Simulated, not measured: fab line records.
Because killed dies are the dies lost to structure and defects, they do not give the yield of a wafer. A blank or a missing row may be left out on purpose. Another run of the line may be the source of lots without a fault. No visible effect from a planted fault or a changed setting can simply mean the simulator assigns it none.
Chamber matching ; flow gf180mcu ; rie-diel-02 running GF_HV_LDD_ETCHBACK_58: 4 sister chambers
The step etches Si3N4 in CH3F/O2, stops on SiO2, time 100 s, target depth 90 nm. 16 wafers are shown with their chamber, then 8 later ones without.

WAFERS, EACH WITH ITS CHAMBER
wafer;chamber;drypump-motor-current-A (A);throttle-valve-pct (%);oes-product-au (a.u.)
L889.4;1;6.4;10.560;0.838
L889.5;2;5.7;10.565;0.843
L889.6;3;5.2;10.549;0.844
L892.1;2;5.7;10.554;0.852
L892.2;3;5.3;10.564;0.853
L892.3;1;6.4;10.561;0.852
L891.4;1;6.4;10.557;0.850
L891.5;3;5.2;10.560;0.855
L891.6;2;5.7;10.547;0.836
L897.3;2;5.7;10.547;0.843
L897.4;0;6.4;10.578;0.849
L897.5;3;5.3;10.559;0.840
L899.3;3;5.2;10.560;0.839
L899.4;1;6.4;10.569;0.845
L899.5;3;5.2;10.553;0.845
L900.1;1;6.4;10.568;0.845

SIGNATURES (averages over the wafers above)
reading;chamber 0;chamber 1;chamber 2;chamber 3;scatter within a chamber
drypump-motor-current-A;6.400;6.400;5.700;5.233;0.0333
throttle-valve-pct;10.57800;10.56300;10.55325;10.55750;0.0063
oes-product-au;0.84900;0.84600;0.84350;0.84600;0.00624
Rule: distance of a wafer from a chamber = root of the sum over the readings of ((wafer's reading minus chamber's mean) / reading's scatter) squared. The wafer belongs to the nearest chamber; if the next one is less than 2 further off, it can't be placed. The scatter is the square root of a quotient: the sum, over the shown wafers, of each reading's squared deviation from its chamber's mean, divided by wafers minus chambers.

WAFERS WHOSE CHAMBER IS MISSING
wafer;drypump-motor-current-A (A);throttle-valve-pct (%);oes-product-au (a.u.)
L900.4;5.7;10.558;0.851
L900.5;5.3;10.557;0.845
L902.1;6.4;10.564;0.837
L902.2;6.4;10.572;0.835
L902.4;6.4;10.565;0.851
L909.1;5.2;10.549;0.836
L909.4;6.4;10.554;0.837
L909.6;6.4;10.565;0.846

CHAMBER TAKEN BY EACH
wafer;from the rows above;in truth
L900.4;2;2
L900.5;3;3
L902.1;can't be placed: 1 or 0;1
L902.2;can't be placed: 1 or 0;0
L902.4;can't be placed: 1 or 0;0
L909.1;3;3
L909.4;1;1
L909.6;can't be placed: 1 or 0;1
Correctly placed: 4 of 8. Cannot be placed on the basis of these rows: 4; the candidates contain the true chamber in 4. Placed wrongly: 0.
